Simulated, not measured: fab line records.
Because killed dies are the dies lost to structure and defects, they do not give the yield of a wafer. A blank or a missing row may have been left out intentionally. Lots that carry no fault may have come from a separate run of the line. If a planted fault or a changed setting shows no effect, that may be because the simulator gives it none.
fab line records	flow gf180mcu
[record] lots = 14	wafers = 42	last_day = 34
route steps=602 shown M2@376 V2@383 M3@420
lots that met no fault: taken from a fault-free run of the same line
start_h: the number of hours between the record's first day and the start of the first shown wafer of the lot	wait_h: hours since the lot's step before	" repeats the value in the row above	L1.1+2: a row that stands for several wafers	- no value present, or no start provided	* or withheld: withheld	< > ~ a bound
route shown NAME@n: a module of which the file shows steps, and the number in the route of the first	usual: mean/standard deviation taken from wafers without a fault	same: alike in all rows	chamber/n: place in a boat	sites: the reading at each site	_std_site: the standard deviation of these	_edge_site: mean of outer sites minus mean of inner sites	radius_mm: how far each site lies from the wafer's centre	mask NAME#n: copy n	behind: the most recent tool/chamber to have shaped the wafer	hold: reason for holding the lot/hours on hold/outcome of the hold	device: which transistor (n, p or np) failed to switch	end of line: the tests these same wafers got at the end of their route	a step without rows: its recipe alone	killed: count of dies lost to structure and defects at first sort (not the wafer's yield)	map: per-die view of a wafer (x killed, . not killed, _ where there is no die)
set.NAME: the setting the step ran with; set.NAME@STEP: the setting that earlier step ran with	model.NAME: the simulator's own value behind a step, which no gauge read
steps of the route over a sample of lots; a table a step, a row a wafer
services: a tool's chamber out of use, with start hour (start_h, from the record's first day; less than 0 if before it), hours out, and reason
[[steps]]
[step GF_M2_CD_MEAS_14]
[recipe] target_cd_nm = 280
[usual] cd_nm = 279.8/1.1
lot.wafer	tool	chamber	start_h	wait_h	cd_nm
L782.1	cd_sem-01	-	440.65	0.1	278.2
L782.4	"	-	"	"	278.3
L782.6	"	-	"	"	279.2
L783.2	cd_sem-01	-	448.37	0.1	280.1
L783.5	"	-	"	"	281.0
L783.6	"	-	"	"	280.4
L785.1	cd_sem-01	-	459.62	0.1	281.9
L785.2	"	-	"	"	282.5
L785.6	"	-	"	"	281.8
L784.2	cd_sem-01	-	460.17	0.1	279.1
L784.3	"	-	"	"	280.2
L784.4	"	-	"	"	279.6
L786.2	cd_sem-02	-	478.07	0.1	279.3
L786.3	"	-	"	"	280.6
L786.6	"	-	"	"	278.5
L792.4	cd_sem-01	-	522.23	0.1	280.3
L792.5	"	-	"	"	279.9
L792.6	"	-	"	"	280.2
L793.1	cd_sem-01	-	525.27	0.1	281.0
L793.2	"	-	"	"	280.3
L793.4	"	-	"	"	280.9
L797.1	cd_sem-02	-	560.27	0.1	279.2
L797.2	"	-	"	"	280.4
L797.3	"	-	"	"	280.9
L798.1	cd_sem-01	-	566.20	0.1	279.3
L798.4	"	-	"	"	279.1
L798.5	"	-	"	"	278.7
L800.4	cd_sem-01	-	590.33	0.1	281.2
L800.5	"	-	"	"	280.3
L800.6	"	-	"	"	281.0
L802.1	cd_sem-02	-	611.42	0.1	279.5
L802.2	"	-	"	"	280.2
L802.3	"	-	"	"	279.9
L804.1	cd_sem-01	-	622.07	0.1	280.6
L804.2	"	-	"	"	281.1
L804.5	"	-	"	"	281.6
L803.1	cd_sem-02	-	625.17	0.1	277.9
L803.3	"	-	"	"	278.8
L803.5	"	-	"	"	277.8
L805.1	cd_sem-02	-	629.62	0.1	277.8
L805.3	"	-	"	"	280.0
L805.6	"	-	"	"	279.2
[step GF_M2_METAL_ETCH_16]
[recipe] chemistry = Cl2/BCl3	mask_material = KrF	target_depth_nm = 627.5	stop_on = SiO2	pressure_mtorr = 8	icp_w = 800	bias_w = 140	Cl2_flow_sccm = 80	bcl3_flow_sccm = 40	time_s = 104.6
[usual] bcl3_flow_sccm = 40.01/0.1	drypump_motor_current_A = 5.5/0.57	mfc_cl2_sccm = 80.02/0.23	oes_product_au = 0.970/0.0056	throttle_valve_pct = 28.252/0.01
lot.wafer	tool	chamber	start_h	wait_h	bcl3_flow_sccm	drypump_motor_current_A	mfc_cl2_sccm	oes_product_au	rf_hours_counter_h	throttle_valve_pct
L782.1	rie_metal-01	0	440.80	0.0	39.93	6.4	79.83	0.968	6	28.256
L782.4	"	0	"	"	39.97	6.4	79.85	0.961	-	28.245
L782.6	"	0	"	"	39.94	6.4	80.10	0.971	-	28.232
L783.2	rie_metal-04	1	448.50	0.0	40.11	5.0	80.10	0.964	10	28.270
L783.5	"	1	"	"	40.04	5.0	79.69	0.976	-	28.238
L783.6	"	0	"	"	39.95	5.4	79.99	0.976	-	28.254
L785.1	rie_metal-04	1	459.78	0.0	40.14	5.0	79.82	0.968	10	28.255
L785.2	"	0	"	"	39.93	5.4	79.95	0.976	9	28.281
L785.6	"	0	"	"	39.86	5.4	79.97	0.968	-	28.241
L784.2	rie_metal-01	0	460.30	0.0	39.95	6.4	79.86	0.976	7	28.241
L784.3	"	0	"	"	40.14	6.4	79.76	0.980	-	28.241
L784.4	"	1	"	"	39.81	4.7	80.08	0.963	-	28.244
L786.2	rie_metal-02	1	478.20	0.0	40.00	5.7	79.94	0.969	0	28.268
L786.3	"	1	"	"	40.09	5.8	79.94	0.973	-	28.256
L786.6	"	1	"	"	40.23	5.7	79.61	0.967	-	28.257
L792.4	rie_metal-04	1	522.36	0.0	39.90	5.0	80.06	0.962	-	28.256
L792.5	"	0	"	"	39.95	5.4	79.94	0.975	-	28.263
L792.6	"	1	"	"	40.02	5.0	79.78	0.965	-	28.266
L793.1	rie_metal-04	0	525.43	0.0	39.95	5.4	80.26	0.974	10	28.250
L793.2	"	1	"	"	39.97	5.0	80.10	0.973	0	28.246
L793.4	"	0	"	"	40.07	5.4	79.80	0.970	-	28.283
L797.1	rie_metal-04	1	560.43	0.0	40.05	5.0	79.88	0.969	1	28.252
L797.2	"	0	"	"	39.83	5.4	80.48	0.968	11	28.262
L797.3	"	0	"	"	40.02	5.4	80.26	0.971	-	28.259
L798.1	rie_metal-01	0	566.35	0.0	40.01	6.4	80.24	0.978	9	28.239
L798.4	"	0	"	"	40.01	6.4	80.13	0.972	-	28.266
L798.5	"	0	"	"	40.19	6.4	79.91	0.966	-	28.251
L800.4	rie_metal-01	0	590.54	0.1	40.05	6.4	80.38	0.964	-	28.245
L800.5	"	0	"	"	39.94	6.4	80.24	0.970	-	28.260
L800.6	"	0	"	"	39.98	6.4	79.99	0.975	-	28.235
L802.1	rie_metal-04	0	611.58	0.0	39.95	5.4	80.06	0.968	13	28.256
L802.2	"	1	"	"	40.00	5.0	80.01	0.972	3	28.236
L802.3	"	1	"	"	40.06	5.0	79.81	0.967	-	28.256
L804.1	rie_metal-04	1	622.23	0.0	40.14	5.0	80.43	0.971	3	28.246
L804.2	"	1	"	"	40.02	5.0	79.95	0.966	-	28.234
L804.5	"	1	"	"	39.99	5.0	80.32	0.970	-	28.242
L803.1	rie_metal-02	0	625.33	0.0	40.02	6.2	79.91	0.969	6	28.253
L803.3	"	1	"	"	39.77	5.8	79.86	0.974	-	28.243
L803.5	"	0	"	"	40.03	6.2	79.84	0.975	-	28.241
L805.1	rie_metal-04	1	629.77	0.0	40.05	5.0	80.17	0.972	4	28.246
L805.3	"	1	"	"	39.98	5.0	80.06	0.960	-	28.253
L805.6	"	1	"	"	39.97	5.0	79.93	0.964	-	28.249
[step GF_V2_THK_MEAS_01]
[recipe] reads = SiO2_of_V2_CVD_00
[usual] V2_CVD_00_THK = 598/5.6
lot.wafer	tool	chamber	start_h	wait_h	V2_CVD_00_THK[nm]
L782.1	film_metro-04	-	441.52	0.0	604
L782.4	"	-	"	"	605
L782.6	"	-	"	"	599
L783.2	film_metro-01	-	449.23	0.0	595
L783.5	"	-	"	"	595
L783.6	"	-	"	"	601
L785.1	film_metro-03	-	460.50	0.0	599
L785.2	"	-	"	"	601
L785.6	"	-	"	"	601
L784.2	film_metro-04	-	461.03	0.0	601
L784.3	"	-	"	"	591
L784.4	"	-	"	"	593
L786.2	film_metro-04	-	478.93	0.0	600
L786.3	"	-	"	"	590
L786.6	"	-	"	"	602
L792.4	film_metro-04	-	523.07	0.0	604
L792.5	"	-	"	"	595
L792.6	"	-	"	"	605
L793.1	film_metro-03	-	526.14	0.0	596
L793.2	"	-	"	"	591
L793.4	"	-	"	"	603
L797.1	film_metro-04	-	561.15	0.0	606
L797.2	"	-	"	"	603
L797.3	"	-	"	"	599
L798.1	film_metro-03	-	567.22	0.0	597
L798.4	"	-	"	"	593
L798.5	"	-	"	"	596
L800.4	film_metro-01	-	591.33	0.1	587
L800.5	"	-	"	"	587
L800.6	"	-	"	"	589
L802.1	film_metro-04	-	612.32	0.0	595
L802.2	"	-	"	"	598
L802.3	"	-	"	"	596
L804.1	film_metro-04	-	623.05	0.0	607
L804.2	"	-	"	"	608
L804.5	"	-	"	"	608
L803.1	film_metro-01	-	626.04	0.0	600
L803.3	"	-	"	"	608
L803.5	"	-	"	"	594
L805.1	film_metro-01	-	630.60	0.0	598
L805.3	"	-	"	"	589
L805.6	"	-	"	"	597
[step GF_M3_EXPOSE_11]
[recipe] mask_id = Metal3	target_cd_nm = 280	na = 0.68	source_shape = conventional	sigma_outer = 0.6	dose_mj = 28
[same] na = 0.68
lot.wafer	tool	chamber	start_h	wait_h	mask
L782.1+4+6	krf_scanner-01	0	480.33	-	Metal3#0
L783.2+5+6	krf_scanner-01	0	486.92	-	Metal3#0
L785.1+2+6	krf_scanner-02	0	498.60	-	Metal3#0
L784.2+3+4	krf_scanner-01	0	499.22	-	Metal3#0
L786.2+3+6	krf_scanner-01	0	516.14	-	Metal3#0
L792.4+5+6	krf_scanner-01	0	559.38	-	Metal3#0
L793.1+2+4	krf_scanner-01	0	562.37	-	Metal3#0
L797.1+2+3	krf_scanner-02	0	596.65	-	Metal3#0
L798.1+4+5	krf_scanner-02	0	601.92	-	Metal3#0
L800.4+5+6	krf_scanner-02	0	625.48	-	Metal3#0
L802.1+2+3	krf_scanner-01	0	645.70	-	Metal3#0
L804.1+2+5	krf_scanner-01	0	656.77	-	Metal3#0
L803.1+3+5	krf_scanner-01	0	658.60	-	Metal3#0
L805.1+3+6	krf_scanner-01	0	663.67	-	Metal3#0
[step GF_M3_CD_MEAS_14]
[recipe] target_cd_nm = 280
[usual] cd_nm = 279.8/1.1
lot.wafer	tool	chamber	start_h	wait_h	cd_nm
L782.1	cd_sem-02	-	491.78	0.1	278.7
L782.4	"	-	"	"	279.3
L782.6	"	-	"	"	279.8
L783.2	cd_sem-02	-	498.62	0.1	279.4
L783.5	"	-	"	"	279.1
L783.6	"	-	"	"	278.3
L785.1	cd_sem-01	-	509.63	0.1	278.2
L785.2	"	-	"	"	279.9
L785.6	"	-	"	"	279.2
L784.2	cd_sem-02	-	510.32	0.1	279.5
L784.3	"	-	"	"	279.4
L784.4	"	-	"	"	280.7
L786.2	cd_sem-01	-	526.84	0.1	279.9
L786.3	"	-	"	"	279.5
L786.6	"	-	"	"	277.4
L792.4	cd_sem-01	-	570.18	0.1	251.9
L792.5	"	-	"	"	251.0
L792.6	"	-	"	"	228.7
L793.1	cd_sem-01	-	573.12	0.1	194.1
L793.2	"	-	"	"	202.9
L793.4	"	-	"	"	247.3
L797.1	cd_sem-01	-	607.22	0.1	280.7
L797.2	"	-	"	"	280.9
L797.3	"	-	"	"	281.4
L798.1	cd_sem-02	-	612.52	0.1	281.3
L798.4	"	-	"	"	281.6
L798.5	"	-	"	"	279.9
L800.4	cd_sem-02	-	635.43	0.1	279.1
L800.5	"	-	"	"	279.6
L800.6	"	-	"	"	278.7
L802.1	cd_sem-01	-	656.00	0.1	280.1
L802.2	"	-	"	"	279.4
L802.3	"	-	"	"	278.5
L804.1	cd_sem-02	-	666.34	0.3	279.3
L804.2	"	-	"	"	279.9
L804.5	"	-	"	"	279.0
L803.1	cd_sem-01	-	668.10	0.1	280.4
L803.3	"	-	"	"	280.8
L803.5	"	-	"	"	279.8
L805.1	cd_sem-02	-	672.75	0.1	278.5
L805.3	"	-	"	"	277.8
L805.6	"	-	"	"	277.8
[[services]]
tool	chamber	start_h	hours	kind
krf_scanner-01	-	431.22	5.3	repair
krf_scanner-02	-	441.31	1.0	pm
krf_scanner-01	-	446.41	1.0	pm
rie_metal-04	-	458.94	0.4	repair
rie_metal-04	0	467.71	3.2	repair
krf_scanner-02	-	471.78	1.9	repair
krf_scanner-02	-	495.10	0.8	pm
rie_metal-04	1	500.72	-	clean
rie_metal-04	1	500.72	17.8	scheduled_down
rie_metal-04	1	500.72	17.8	vent_cycle
krf_scanner-02	-	510.70	1.3	pm
krf_scanner-01	0	525.32	-	calibration
krf_scanner-01	-	554.74	4.0	pm
krf_scanner-01	-	570.66	0.5	repair
rie_metal-01	1	582.99	19.5	repair
krf_scanner-01	-	590.71	1.3	pm
krf_scanner-02	-	610.31	1.0	pm
krf_scanner-01	-	611.35	3.6	pm
rie_metal-04	0	614.70	-	clean
krf_scanner-01	-	615.41	1.0	pm
rie_metal-02	1	623.50	1.2	repair
krf_scanner-01	-	624.42	4.4	pm
krf_scanner-01	-	644.29	0.8	pm
krf_scanner-01	-	656.09	0.2	repair
[[key]]
[first_sign] step = GF_M3_CD_MEAS_14	reading = cd_nm	direction = down	sigmas = 44	usual = 279.8	struck = 229.3
effect none on later readings
met_at GF_M3_EXPOSE_11
struck_lots L792,L793
later_rows_left_out L792.6,L793.1,L793.2
sort_left_out L792.4,L792.5,L792.6,L793.1,L793.2,L793.4
not_acting_at GF_M2_CD_MEAS_14,GF_M2_METAL_ETCH_16,GF_V2_THK_MEAS_01
onset_between 516.14 559.38
[fault] kind = process_parameter_drift	tool = krf_scanner-01	chamber = -	onset_h = 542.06	steps = GF_M3_EXPOSE_11	channel = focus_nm	offset = 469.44	spread_by_wafer = 0.3	shape = step	end_h = 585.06
// sort_left_out: the simulated sort isn't trusted on such a fault, so these wafers' sort isn't shown, and their yield isn't known
// later_rows_left_out: the simulator's readings of these wafers behind a module that went badly wrong aren't trusted and aren't shown, but for the sort
